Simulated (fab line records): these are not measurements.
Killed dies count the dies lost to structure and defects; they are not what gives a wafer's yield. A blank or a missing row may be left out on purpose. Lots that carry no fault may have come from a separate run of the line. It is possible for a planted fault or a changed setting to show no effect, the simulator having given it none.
One fault seen from 2 desks	flow sky130	only its own numbers are on each desk; what lay behind them is given at the end

## FROM THE METROLOGY DESK
Means of the sampled wafers that have a number, per lot and without regard to the tool the lot ran on: this is what the gauges read. Any lot whose mean is over 4 standard deviations away from the usual mean is out of limits and marked OUT; that distance is given in the brackets.
Columns: A = METAL1_ALCU_THK at SKY_METAL1_THK_MEAS_06, usual 246.5 nm; B = METAL2_ALCU_RS at SKY_METAL2_RS_MEAS_05, usual 0.1263 ohm/sq; C = METAL2_ALCU_THK at SKY_METAL2_THK_MEAS_06, usual 247.9 nm
lot	first seen here	A	B	C
L643	day 32 17:54	249.8	0.1281	245.1
L642	day 32 19:22	245.4	0.1273	246.3
L646	day 33 08:24	245.8	0.1253	249.2
L647	day 34 01:19	248.3	0.1275	244.8
L649	day 34 11:56	243.4	0.1245	250.7
L656	day 36 12:49	243.4	0.1195 (-5.3) OUT	263.4 (+5.7) OUT
L659	day 37 12:35	249.0	0.1269	245.3
L660	day 37 20:07	245.2	0.1266	247.2
L661	day 37 21:09	251.3	0.1264	247.5
L663	day 38 08:10	244.2	0.1252	249.2
Per this desk, out of limits: L656; the first was L656, day 38 19:26 (METAL2_ALCU_RS at SKY_METAL2_RS_MEAS_05). In limits: L643, L642, L646, L647, L649, L659, L660, L661, L663.

## TOOL OWNER'S DESK, pvd sputter-02
The tool's own readings at SKY_METAL2_SPUTTER_02 (material AlCu, target thk 250 nm, time 13.3 s): means of the sampled wafers that have a number, for each lot that ran on this tool. Any lot whose mean is over 4 standard deviations away from the usual mean is out of limits and marked OUT; that distance is given in the brackets.
Columns: A = throttle valve pct at SKY_METAL2_SPUTTER_02, usual 30.5 %
lot	first seen here	A
L643	day 35 01:49	30.4
L649	day 36 19:38	31.1
L656	day 38 19:20	31.7
This desk's finding: nothing out of limits on any of the 3 lots.

## PUT TOGETHER
The metrology desk could have raised an alarm at day 38 19:26, on L656.
The desk of the tool owner found nothing out of limits.
On record at the tool owner's desk: L656, within its limits.
All the named lots went through SKY_METAL2_SPUTTER_02 on pvd sputter-02.

## WHAT HAD BEEN PUT IN BY THE SIMULATOR
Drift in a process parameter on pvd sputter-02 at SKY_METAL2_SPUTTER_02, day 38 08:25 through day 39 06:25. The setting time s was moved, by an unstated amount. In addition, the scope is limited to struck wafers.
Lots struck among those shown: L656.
Delay in hours, fault start to first out-of-limits reading, per desk: metrology desk 11.
